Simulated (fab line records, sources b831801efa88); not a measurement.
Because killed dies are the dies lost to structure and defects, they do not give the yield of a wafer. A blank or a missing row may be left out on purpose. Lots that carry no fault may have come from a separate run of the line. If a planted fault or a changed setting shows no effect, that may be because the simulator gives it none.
Which tool did it? || flow sky130 || 6 lots, 18 wafers sampled, at 2 steps of a route of 708

== WHAT THE GAUGES SHOWED, per wafer ==
SKY_RES_XHIGH_TW_MEAS_09.
{"lot": "L463", "measured": "day 27 10:07", "on": "film_metro-02", "RES_XHIGH_TW": "1620 1616 1629"}
{"lot": "L465", "measured": "day 27 18:10", "on": "film_metro-03", "RES_XHIGH_TW": "1611 1618 1614"}
{"lot": "L467", "measured": "day 28 10:26", "on": "film_metro-04", "RES_XHIGH_TW": "1617 1608 1622"}
{"lot": "L471", "measured": "day 29 20:37", "on": "film_metro-02", "RES_XHIGH_TW": "1615 1618 1614"}
{"lot": "L473", "measured": "day 30 18:15", "on": "film_metro-04", "RES_XHIGH_TW": "1620 1626 1637"}
{"lot": "L478", "measured": "day 32 06:14", "on": "film_metro-02", "RES_XHIGH_TW": "1584 1584 1594"}

== TOOL THAT RAN EACH LOT (tool first, then ch and the chambers of the sampled wafers, then the start) ==
{"lot": "L463", "SKY_RES_XHIGH_IMPLANT_07": "implanter-04 ch 0, day 27 09:53"}
{"lot": "L465", "SKY_RES_XHIGH_IMPLANT_07": "implanter-01 ch 0, day 27 17:55"}
{"lot": "L467", "SKY_RES_XHIGH_IMPLANT_07": "implanter-04 ch 0, day 28 10:13"}
{"lot": "L471", "SKY_RES_XHIGH_IMPLANT_07": "implanter-02 ch 0, day 29 20:22"}
{"lot": "L473", "SKY_RES_XHIGH_IMPLANT_07": "implanter-01 ch 0, day 30 18:02"}
{"lot": "L478", "SKY_RES_XHIGH_IMPLANT_07": "implanter-04 ch 0, day 32 06:00"}
- SKY_RES_XHIGH_IMPLANT_07

== THE ANSWER, worked out from the rows above alone ==
Rule: the lots themselves supply what counts as usual. The widest of any qualifying gaps counts: lots, ordered by their means at a reading, are off when they make up no more than a third of the lots, leave a main group of 4 or more, and stand apart from it by 3 or more times the standard deviation of that group's means. A main group is skipped when, at the precision printed for the reading in the tables above, its means are all equal. A lot without any number at a reading at which 4 lots or more have one is off too. Any other lot the step has rows for is counted as sound.
Off: L478, at SKY_RES_XHIGH_TW_MEAS_09 (RES_XHIGH_TW). The main group: mean 1619, standard deviation 5.
A tool fits if, at a process step before that reading, it ran every lot that is off, and no sound lot after the first of them. Those tools and the gauges at SKY_RES_XHIGH_TW_MEAS_09 are tried in the same way. 2 tools fit, implanter-04 at SKY_RES_XHIGH_IMPLANT_07 and film_metro-02 at SKY_RES_XHIGH_TW_MEAS_09, so this cannot tell which one it is.

== WHAT THE SIMULATOR PUT IN ==
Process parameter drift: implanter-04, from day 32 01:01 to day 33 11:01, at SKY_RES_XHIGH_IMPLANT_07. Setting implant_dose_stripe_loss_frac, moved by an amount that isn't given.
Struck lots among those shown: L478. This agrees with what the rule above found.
